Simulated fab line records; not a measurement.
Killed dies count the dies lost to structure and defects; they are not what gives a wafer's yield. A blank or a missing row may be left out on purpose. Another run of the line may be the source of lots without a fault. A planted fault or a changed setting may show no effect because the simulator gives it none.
fab line records -- flow sky130
record lots=5, wafers=15, lastDay=50
route steps=708 shown METAL1@446 VIA1@458 PAD_OPEN@708
lots that met no fault: taken from a fault-free run of the same line
startH: hours from the record's opening day to when the first of the lot's shown wafers began -- waitH: hours from the lot's prior step to this one -- " identical to the entry in the row above -- L1.1+2: several wafers, shown together as one row -- - either no value or no given start -- * or withheld: withheld -- < > ~ a bound
route shown NAME@n: NAME is a module with steps in the file, n the number in the route of the first one -- usual: mean/standard deviation of fault-free wafers -- same: alike in all rows -- chamber/n: place in a boat -- sites: the reading at each site -- _std_site: standard deviation of those values -- _edge_site: mean of outer sites minus mean of inner sites -- radiusMm: for every site, how far away it sits from the centre of the wafer -- mask NAME#n: copy n -- behind: the tool/chamber that last shaped the wafer -- hold: why the lot went on hold/how many hours it stayed there/how the hold came to an end -- device: transistor that didn't switch, given as n, p or np -- end of line: tests run on the same wafers once the route is complete -- a step without rows: its recipe alone -- killed: not the wafer's yield, but the dies lost to structure and defects at the first sort -- map: a wafer's dies, x killed, . not, _ none there
set.NAME: the run value of the setting; set.NAME@STEP: its run value at that earlier step -- model.NAME: the simulator's own value behind a step, which no gauge read
a table for each step, a row for each wafer; lots at some steps of the route
services: the hour from which a tool's chamber was out of use, counted from the record's first day as startH (under 0 if before that day), plus the number of hours and why
## steps
# step SKY_METAL1_EXPOSE_12
# recipe maskId=MM1, na=0.8, sourceShape=annular, sigmaInner=0.55, sigmaOuter=0.85, targetCdNm=140, doseMj=28
# step SKY_METAL1_PEB_13
# recipe pebTempC=withheld, pebTimeS=withheld, resist=KrF-thick
# step SKY_METAL1_DEVELOP_14
# recipe developTimeS=60, resist=KrF-thick, devTempC=21.38
# step SKY_METAL1_CD_MEAS_15
# recipe targetCdNm=140
# usual cdNm=139.9/1.4
lot.wafer,tool,chamber,startH,waitH,cdNm
L911.1,cdSem-02,-,787.50,-,140.0
L911.2,cdSem-02,-,787.50,-,140.8
L911.3,cdSem-02,-,787.50,-,140.1
L914.1,cdSem-02,-,819.69,-,139.7
L914.2,cdSem-02,-,819.69,-,139.0
L914.6,cdSem-02,-,819.69,-,140.5
L923.2,cdSem-02,-,885.27,-,136.6
L923.3,cdSem-02,-,885.27,-,136.0
L923.5,cdSem-02,-,885.27,-,136.8
L926.2,cdSem-01,-,898.27,-,140.0
L926.3,cdSem-01,-,898.27,-,140.5
L926.5,cdSem-01,-,898.27,-,139.7
L930.1,cdSem-02,-,936.15,-,138.4
L930.3,cdSem-02,-,936.15,-,139.2
L930.4,cdSem-02,-,936.15,-,140.0
# step SKY_METAL1_OVL_MEAS_16
# usual METAL1_OVL=-1/4.5
lot.wafer,tool,chamber,startH,waitH,METAL1_OVL[nm]
L911.1,overlay-01,-,787.62,0.1,-5
L911.2,overlay-01,-,787.62,0.1,-3
L911.3,overlay-01,-,787.62,0.1,-8
L914.1,overlay-02,-,819.81,0.1,-12
L914.2,overlay-02,-,819.81,0.1,-1
L914.6,overlay-02,-,819.81,0.1,-5
L923.2,overlay-01,-,885.38,0.1,5
L923.3,overlay-01,-,885.38,0.1,3
L923.5,overlay-01,-,885.38,0.1,4
L926.2,overlay-01,-,898.38,0.1,0
L926.3,overlay-01,-,898.38,0.1,0
L926.5,overlay-01,-,898.38,0.1,-1
L930.1,overlay-01,-,936.27,0.1,-5
L930.3,overlay-01,-,936.27,0.1,-5
L930.4,overlay-01,-,936.27,0.1,-3
# step SKY_METAL1_DESCUM_17
# recipe chemistry=O2, sourcePowerW=150, biasPowerW=0, pressureMtorr=10, tempC=40, timeS=8
# usual drypumpMotorCurrentA=5.74/0.29, oesProductAu=0.997/0.0097
lot.wafer,tool,chamber,startH,waitH,drypumpMotorCurrentA,oesProductAu,rfHoursCounterH
L911.1,rieMetal-03,0,787.66,0.0,5.76,1.013,11
L911.2,rieMetal-03,1,787.66,0.0,6.31,0.982,16
L911.3,rieMetal-03,0,787.66,0.0,5.78,1.004,-
L914.1,rieMetal-03,0,819.85,0.0,5.76,0.995,13
L914.2,rieMetal-03,0,819.85,0.0,5.75,1.005,-
L914.6,rieMetal-03,0,819.85,0.0,5.79,1.003,-
L923.2,rieMetal-02,1,885.41,0.0,5.78,0.991,12
L923.3,rieMetal-02,0,885.41,0.0,5.66,0.997,-
L923.5,rieMetal-02,1,885.41,0.0,5.77,0.984,-
L926.2,rieMetal-04,1,898.41,0.0,5.68,0.990,13
L926.3,rieMetal-04,1,898.41,0.0,5.68,0.990,-
L926.5,rieMetal-04,1,898.41,0.0,5.68,0.994,-
L930.1,rieMetal-02,0,936.31,0.0,5.65,1.010,11
L930.3,rieMetal-02,1,936.31,0.0,5.80,1.000,-
L930.4,rieMetal-02,0,936.31,0.0,5.65,0.999,-
# step SKY_METAL1_ETCH_18
# recipe chemistry=N2/H2, target=BARC, ionEnergyEv=200, biasW=100, pressureMtorr=30, n2FlowSccm=100, h2FlowSccm=200, icpW=500, stopOn=SiO2, timeS=45.9, targetDepthA=600
# usual drypumpMotorCurrentA=5.75/0.3, oesProductAu=0.855/0.0049, throttleValvePct=13.225/0.0089
lot.wafer,tool,chamber,startH,waitH,drypumpMotorCurrentA,oesProductAu,rfHoursCounterH,throttleValvePct
L911.1,rieMetal-03,0,787.69,0.0,5.75,0.850,11,13.229
L911.2,rieMetal-03,1,787.69,0.0,6.33,0.857,16,13.249
L911.3,rieMetal-03,0,787.69,0.0,5.76,0.868,-,13.221
L914.1,rieMetal-03,0,819.91,0.1,5.76,0.856,13,13.238
L914.2,rieMetal-03,0,819.91,0.1,5.77,0.863,-,13.224
L914.6,rieMetal-03,0,819.91,0.1,5.77,0.852,-,13.248
L923.2,rieMetal-02,1,885.44,0.0,5.83,0.853,12,13.221
L923.3,rieMetal-02,0,885.44,0.0,5.65,0.854,-,13.236
L923.5,rieMetal-02,1,885.44,0.0,5.83,0.845,-,13.237
L926.2,rieMetal-04,1,898.44,0.0,5.71,0.856,13,13.226
L926.3,rieMetal-04,1,898.44,0.0,5.69,0.857,-,13.219
L926.5,rieMetal-04,1,898.44,0.0,5.69,0.853,-,13.216
L930.1,rieMetal-02,0,936.34,0.0,5.65,0.856,11,13.216
L930.3,rieMetal-02,1,936.34,0.0,5.80,0.861,-,13.224
L930.4,rieMetal-02,0,936.34,0.0,5.66,0.849,-,13.223
# step SKY_METAL1_METAL_ETCH_19
# recipe targetDepthA=3600, stopOn=SiO2, overEtchFrac=0.3, timeS=78, chemistry=Cl2/BCl3, resistSidewallDeg=88, pressureMtorr=10, icpW=900, biasW=48.5, Cl2_flow_sccm=60, bcl3FlowSccm=30
# usual drypumpMotorCurrentA=5.74/0.3, oesProductAu=0.855/0.0059, throttleValvePct=22.263/0.0092
lot.wafer,tool,chamber,startH,waitH,drypumpMotorCurrentA,oesProductAu,rfHoursCounterH,throttleValvePct
L911.1,rieMetal-03,0,787.75,0.0,5.78,0.859,11,22.258
L911.2,rieMetal-03,1,787.75,0.0,6.32,0.843,16,22.269
L911.3,rieMetal-03,0,787.75,0.0,5.74,0.854,-,22.264
L914.1,rieMetal-03,0,820.04,0.1,5.76,0.852,13,22.266
L914.2,rieMetal-03,0,820.04,0.1,5.75,0.854,-,22.263
L914.6,rieMetal-03,0,820.04,0.1,5.75,0.856,-,22.279
L923.2,rieMetal-02,1,885.51,0.0,5.80,0.863,12,22.263
L923.3,rieMetal-02,0,885.51,0.0,5.65,0.860,-,22.244
L923.5,rieMetal-02,1,885.51,0.0,5.80,0.859,-,22.278
L926.2,rieMetal-04,1,898.51,0.0,5.66,0.864,13,22.278
L926.3,rieMetal-04,1,898.51,0.0,5.68,0.851,-,22.281
L926.5,rieMetal-04,1,898.51,0.0,5.66,0.856,-,22.265
L930.1,rieMetal-02,0,936.40,0.0,5.64,0.857,11,22.254
L930.3,rieMetal-02,1,936.40,0.0,5.78,0.857,-,22.275
L930.4,rieMetal-02,0,936.40,0.0,5.64,0.855,-,22.258
# step SKY_METAL1_STRIP_20
# recipe chemistry=O2/N2, powerW=1400, pressureMtorr=1500, platenTempC=withheld, o2FlowSccm=3000, n2FlowSccm=300, overashFraction=0.5
# usual drypumpMotorCurrentA=5.81/0.28, oesProductAu=0.344/0.0047, stripTimeToEndpointS=2.73/0.05
lot.wafer,tool,chamber,startH,waitH,drypumpMotorCurrentA,oesProductAu,rfHoursCounterH,stripTimeToEndpointS
L911.1,plasmaAsher-03,1,787.84,0.1,5.58,0.353,59,2.70
L911.2,plasmaAsher-03,0,787.84,0.1,5.51,0.351,59,2.86
L911.3,plasmaAsher-03,1,787.84,0.1,5.58,0.337,-,2.69
L914.1,plasmaAsher-01,0,820.22,0.1,6.24,0.341,39,2.70
L914.2,plasmaAsher-01,1,820.22,0.1,5.87,0.339,39,2.72
L914.6,plasmaAsher-01,1,820.22,0.1,5.90,0.339,-,2.70
L923.2,plasmaAsher-03,0,885.60,0.1,5.46,0.350,69,2.73
L923.3,plasmaAsher-03,1,885.60,0.1,5.58,0.349,-,2.73
L923.5,plasmaAsher-03,1,885.60,0.1,5.60,0.350,-,2.70
L926.2,plasmaAsher-02,1,898.60,0.1,5.73,0.353,111,2.79
L926.3,plasmaAsher-02,0,898.60,0.1,6.01,0.346,-,2.76
L926.5,plasmaAsher-02,0,898.60,0.1,5.99,0.342,-,2.80
L930.1,plasmaAsher-01,1,936.49,0.1,5.90,0.346,50,2.76
L930.3,plasmaAsher-01,0,936.49,0.1,6.24,0.347,-,2.75
L930.4,plasmaAsher-01,1,936.49,0.1,5.88,0.347,-,2.75
# step SKY_METAL1_STRIP_21
# recipe chemistry=postEtchResidueRemover, timeS=1200, tempC=72.5
# step SKY_METAL1_CLEAN_22
# recipe chemistry=IPA, timeS=180, tempC=25
# step SKY_METAL1_CLEAN_23
# recipe chemistry=O3/DIW, dry=n2Spin
# step SKY_VIA1_HDPCVD_00
# recipe material=SiO2, targetThkNm=1030, sigmaOpenFrac=0.3, timeS=171.7, tempC=400, sih4FlowSccm=60, pressureMtorr=6
# usual sih4FlowSccm=60.02/0.19
lot.wafer,tool,chamber,startH,waitH,sih4FlowSccm,model.SiO2_of_VIA1_HDPCVD_00.thkNm
L911.1,hdpcvd-02,1,788.44,0.0,59.56,1026
L911.2,hdpcvd-02,2,788.44,0.0,59.89,1029
L911.3,hdpcvd-02,0,788.44,0.0,59.88,1043
L914.1,hdpcvd-02,2,820.81,0.0,60.30,1027
L914.2,hdpcvd-02,0,820.81,0.0,59.91,1031
L914.6,hdpcvd-02,0,820.81,0.0,60.12,1032
L923.2,hdpcvd-02,0,886.19,0.0,30.36,507.8
L923.3,hdpcvd-02,1,886.19,0.0,60.11,1012
L923.5,hdpcvd-02,1,886.19,0.0,59.86,1020
L926.2,hdpcvd-01,0,899.19,0.0,59.69,1014
L926.3,hdpcvd-01,1,899.19,0.0,60.16,1014
L926.5,hdpcvd-01,1,899.19,0.0,59.82,1010
L930.1,hdpcvd-01,1,937.10,0.0,59.91,1038
L930.3,hdpcvd-01,2,937.10,0.0,60.04,1030
L930.4,hdpcvd-01,0,937.10,0.0,60.09,1041
# step SKY_VIA1_THK_MEAS_01
# recipe reads=SiO2_of_VIA1_HDPCVD_00
# usual VIA1_HDPCVD_THK=1029/13
lot.wafer,tool,chamber,startH,waitH,VIA1_HDPCVD_THK[nm]
L911.1,filmMetro-03,-,788.55,0.1,1026
L911.2,filmMetro-03,-,788.55,0.1,1030
L911.3,filmMetro-03,-,788.55,0.1,1043
L914.1,filmMetro-03,-,820.92,0.1,1027
L914.2,filmMetro-03,-,820.92,0.1,1032
L914.6,filmMetro-03,-,820.92,0.1,1032
L923.2,filmMetro-02,-,886.31,0.1,508
L923.3,filmMetro-02,-,886.31,0.1,1012
L923.5,filmMetro-02,-,886.31,0.1,1019
L926.2,filmMetro-04,-,899.31,0.1,1013
L926.3,filmMetro-04,-,899.31,0.1,1014
L926.5,filmMetro-04,-,899.31,0.1,1009
L930.1,filmMetro-03,-,937.21,0.1,1039
L930.3,filmMetro-03,-,937.21,0.1,1030
L930.4,filmMetro-03,-,937.21,0.1,1041
# step SKY_VIA1_CMP_02
# recipe material=SiO2, downForcePsi=4, platenRpm=60, padVelocityMS=0.94248
# usual motorCurrentA=11.3/0.78
lot.wafer,tool,chamber,startH,waitH,motorCurrentA
L911.1,cmp-02,0,788.61,0.1,13.0
L911.2,cmp-02,2,788.61,0.1,10.1
L911.3,cmp-02,3,788.61,0.1,11.1
L914.2,cmp-02,2,820.98,0.0,10.5
L914.1,cmp-02,0,820.98,0.0,11.8
L914.6,cmp-02,2,820.98,0.0,10.4
L923.3,cmp-01,3,886.46,0.1,11.5
L923.2,cmp-01,0,886.46,0.1,12.6
L923.5,cmp-01,2,886.46,0.1,10.1
L926.2,cmp-01,3,899.46,0.1,12.1
L926.3,cmp-01,0,899.46,0.1,11.7
L926.5,cmp-01,2,899.46,0.1,10.2
L930.3,cmp-01,0,937.32,0.1,12.1
L930.4,cmp-01,1,937.32,0.1,12.5
L930.1,cmp-01,2,937.32,0.1,10.7
# step SKY_PAD_OPEN_PROBE_99
# usual defectLimitedYield=82.5/1.8, killed_at_M0_to_M3=43/6.6, killed_at_M4_up=2.9/1.8, killedAtContacts=25/5.3, killedAtFrontEnd=15/4.1, killedAtOther=0.3/0.6, killedDies=86/8.8, killedOpen=47/6.7, killedShort=39/6.2
# same grossDies=492, killedAtBackSide=0
lot.wafer,tool,chamber,startH,waitH,defectLimitedYield[%],killed_at_M0_to_M3,killed_at_M4_up,killedAtContacts,killedAtFrontEnd,killedAtOther,killedDies,killedOpen,killedShort,model.etest.tester.sortNPass,model.etest.tester.sortYieldPct,model.etest.tester.sort_bin_3_pct,model.etest.met2Comb.leakLog10AUm,model.etest.tester.sort_bin_4_pct,model.etest.tester.sort_bin_8_pct
L911.1,prober-02,-,1094.80,0.1,84.3,45,1,20,11,0,77,45,32,415,84.35,0.2033,-11.92,0,0
L911.2,prober-02,-,1094.85,0.1,78.7,43,0,30,31,1,105,53,52,387,78.66,1.22,-12.23,0,0
L911.3,prober-02,-,1094.90,0.2,81.5,43,5,26,17,0,91,53,38,401,81.5,1.016,-12.15,0,0
L914.1,prober-01,-,1120.21,0.1,83.9,40,4,21,14,0,79,35,43,413,83.94,0.6098,-12.23,0,0
L914.2,prober-01,-,1120.26,0.1,80.7,54,5,20,16,0,95,44,50,397,80.69,1.423,-11.83,0,0
L914.6,prober-01,-,1120.46,0.2,80.1,55,3,26,14,0,98,49,49,394,80.08,1.423,-12.02,0,0
L923.2,prober-01,-,1169.21,0.1,85.8,37,3,18,12,0,70,45,24,242,49.19,37.19,-7.095,3.566e-11,4.211e-13
L923.3,prober-01,-,1169.26,0.2,85.4,31,1,27,12,1,72,30,41,420,85.37,1.423,-11.99,0,0
L923.5,prober-01,-,1169.36,0.2,84.1,32,3,27,16,0,78,37,40,414,84.15,1.829,-11.86,0,0
L926.2,prober-02,-,1176.75,0.1,80.1,46,10,22,20,0,98,59,31,394,80.08,0.813,-11.98,0,0
L926.3,prober-02,-,1176.80,0.2,84.1,44,3,13,18,0,78,39,39,414,84.15,1.22,-12.06,0,0
L926.5,prober-02,-,1176.90,0.2,81.9,38,0,31,19,1,89,53,36,403,81.91,1.423,-11.77,0,0
L930.1,prober-02,-,1200.63,0.1,82.7,44,3,23,15,0,85,48,37,407,82.72,0.2033,-11.79,0,0
L930.3,prober-02,-,1200.73,0.2,81.9,43,0,26,20,0,89,54,35,403,81.91,0.6098,-11.97,0,0
L930.4,prober-02,-,1200.78,0.2,78.3,56,2,28,20,1,107,60,47,385,78.25,0.4065,-11.96,0,0
# killed by level:class
L911.1 VIA1:geometricParticle:open=16 CONTACT:geometricParticle:open=10 METAL1:geometricParticle:short=8 LI_CONTACT:geometricParticle:open=5 POLY_GATE:geometricParticle:short=4 METAL2:geometricParticle:short=4 VIA1:geometricParticle:short=4 VIA3:geometricParticle:open=4
L911.2 POLY_GATE:geometricParticle:short=11 VIA1:geometricParticle:open=10 LI_CONTACT:geometricParticle:open=9 CONTACT:geometricParticle:open=9 LOCAL_INTERCONNECT:geometricParticle:short=7 METAL1:geometricParticle:short=7 FIELD_ISO:geometricParticle:open=6 FIELD_ISO:geometricParticle:short=5
L911.3 VIA1:geometricParticle:open=13 CONTACT:geometricParticle:open=11 METAL1:geometricParticle:short=8 VIA1:geometricParticle:short=6 FIELD_ISO:geometricParticle:open=5 LI_CONTACT:geometricParticle:open=5 POLY_GATE:geometricParticle:open=4 LI_CONTACT:geometricParticle:short=4
L914.1 VIA1:geometricParticle:open=7 CONTACT:geometricParticle:short=7 METAL1:geometricParticle:short=7 POLY_GATE:geometricParticle:open=6 CONTACT:geometricParticle:open=6 LI_CONTACT:geometricParticle:open=5 VIA2:geometricParticle:short=5 METAL2:geometricParticle:short=4
L914.2 VIA1:geometricParticle:open=12 METAL2:geometricParticle:short=8 VIA3:geometricParticle:open=7 VIA2:geometricParticle:open=7 METAL1:geometricParticle:short=6 FIELD_ISO:geometricParticle:short=5 LI_CONTACT:geometricParticle:open=5 LOCAL_INTERCONNECT:geometricParticle:short=5
L914.6 VIA1:geometricParticle:open=12 VIA1:geometricParticle:short=11 VIA3:geometricParticle:open=9 CONTACT:geometricParticle:open=8 CONTACT:geometricParticle:short=7 METAL1:geometricParticle:short=7 VIA2:geometricParticle:open=7 POLY_GATE:geometricParticle:short=4
L923.2 VIA1:geometricParticle:open=11 CONTACT:geometricParticle:open=10 VIA3:geometricParticle:open=6 POLY_GATE:geometricParticle:open=5 VIA1:geometricParticle:short=4 VIA2:geometricParticle:open=4 FIELD_ISO:geometricParticle:open=3 LI_CONTACT:geometricParticle:open=3
L923.3 LOCAL_INTERCONNECT:geometricParticle:short=8 CONTACT:geometricParticle:open=6 CONTACT:geometricParticle:short=6 VIA1:geometricParticle:short=6 METAL2:geometricParticle:short=5 VIA1:geometricParticle:open=4 LI_CONTACT:geometricParticle:open=4 FIELD_ISO:geometricParticle:short=3
L923.5 LI_CONTACT:geometricParticle:open=8 LOCAL_INTERCONNECT:geometricParticle:short=6 CONTACT:geometricParticle:open=6 METAL2:geometricParticle:short=6 VIA2:geometricParticle:open=6 VIA1:geometricParticle:open=5 CONTACT:geometricParticle:short=4 METAL1:geometricParticle:short=4
L926.2 VIA1:geometricParticle:open=14 CONTACT:geometricParticle:open=12 VIA3:geometricParticle:open=10 VIA4:areaEtch=8 POLY_GATE:geometricParticle:open=7 VIA2:geometricParticle:open=5 VIA1:geometricParticle:short=4 METAL2:geometricParticle:short=4
L926.3 VIA1:geometricParticle:open=12 METAL1:geometricParticle:short=9 FIELD_ISO:geometricParticle:open=7 VIA1:geometricParticle:short=5 CONTACT:geometricParticle:short=5 CONTACT:geometricParticle:open=4 POLY_GATE:geometricParticle:short=3 VIA2:geometricParticle:short=3
L926.5 CONTACT:geometricParticle:open=14 LI_CONTACT:geometricParticle:open=9 METAL1:geometricParticle:short=7 VIA3:geometricParticle:open=7 VIA1:geometricParticle:open=6 FIELD_ISO:geometricParticle:short=5 POLY_GATE:geometricParticle:open=4 FIELD_ISO:geometricParticle:open=3
L930.1 VIA1:geometricParticle:open=12 VIA3:geometricParticle:open=10 CONTACT:geometricParticle:short=7 LOCAL_INTERCONNECT:geometricParticle:short=6 CONTACT:geometricParticle:open=6 FIELD_ISO:geometricParticle:open=4 LI_CONTACT:geometricParticle:open=4 VIA1:geometricParticle:short=4
L930.3 CONTACT:geometricParticle:open=12 METAL1:geometricParticle:short=11 VIA1:geometricParticle:open=8 POLY_GATE:geometricParticle:open=7 LI_CONTACT:geometricParticle:open=7 FIELD_ISO:geometricParticle:open=5 VIA3:geometricParticle:open=5 CONTACT:geometricParticle:short=4
L930.4 CONTACT:geometricParticle:open=14 VIA1:geometricParticle:open=12 METAL2:geometricParticle:short=11 VIA3:geometricParticle:open=10 VIA1:geometricParticle:short=7 METAL1:geometricParticle:short=7 LOCAL_INTERCONNECT:geometricParticle:short=6 FIELD_ISO:geometricParticle:open=5
## services
tool,chamber,startH,hours,kind
cmp-02,-,764.97,1.2,repair
hdpcvd-02,2,765.13,5.9,repair
rieMetal-03,-,774.75,0.3,repair
hdpcvd-01,0,775.37,5.0,repair
cmp-01,-,801.83,9.2,pm
rieMetal-03,1,809.57,4.0,repair
rieMetal-03,1,813.60,-,clean
rieMetal-03,1,813.60,16.1,scheduledDown
rieMetal-03,1,813.60,16.1,ventCycle
plasmaAsher-02,-,846.30,2.7,repair
cmp-01,-,854.20,1.3,repair
plasmaAsher-02,-,861.57,0.9,repair
rieMetal-03,0,867.80,-,clean
cmp-02,-,883.33,2.3,repair
plasmaAsher-01,-,884.76,1.9,repair
cmp-02,-,885.61,5.8,pm
rieMetal-03,-,889.43,4.0,pm
cmp-02,-,897.45,2.5,repair
rieMetal-04,1,898.99,14.8,repair
hdpcvd-02,-,900.77,1.0,repair
cmp-02,-,903.28,4.3,repair
cmp-01,-,912.00,4.0,pm
cmp-01,-,924.26,0.3,repair
cmp-02,-,924.80,4.7,pm
## key
firstSign step=SKY_VIA1_HDPCVD_00, reading=sih4FlowSccm, direction=down, sigmas=99+, usual=60.02, struck=30.36
effect step=SKY_VIA1_THK_MEAS_01, reading=VIA1_HDPCVD_THK, direction=down, sigmas=41, usual=1029, struck=508
modelEffect step=SKY_VIA1_HDPCVD_00, value=SiO2_of_VIA1_HDPCVD_00.thkNm, without=1023, struck=507.8
modelEffect step=SKY_PAD_OPEN_PROBE_99, value=etest.tester.sortNPass, without=422, struck=242
metAt SKY_VIA1_HDPCVD_00
struckWafers L923.2
onsetBetween 820.81 886.19
fault kind=processParameterDrift, tool=hdpcvd-02, chamber=0, onsetH=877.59, steps=SKY_VIA1_HDPCVD_00, channel=sih4FlowSccm, offset=-30, shape=step, endH=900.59, actsIn=theseRecipesOnly, stated=60
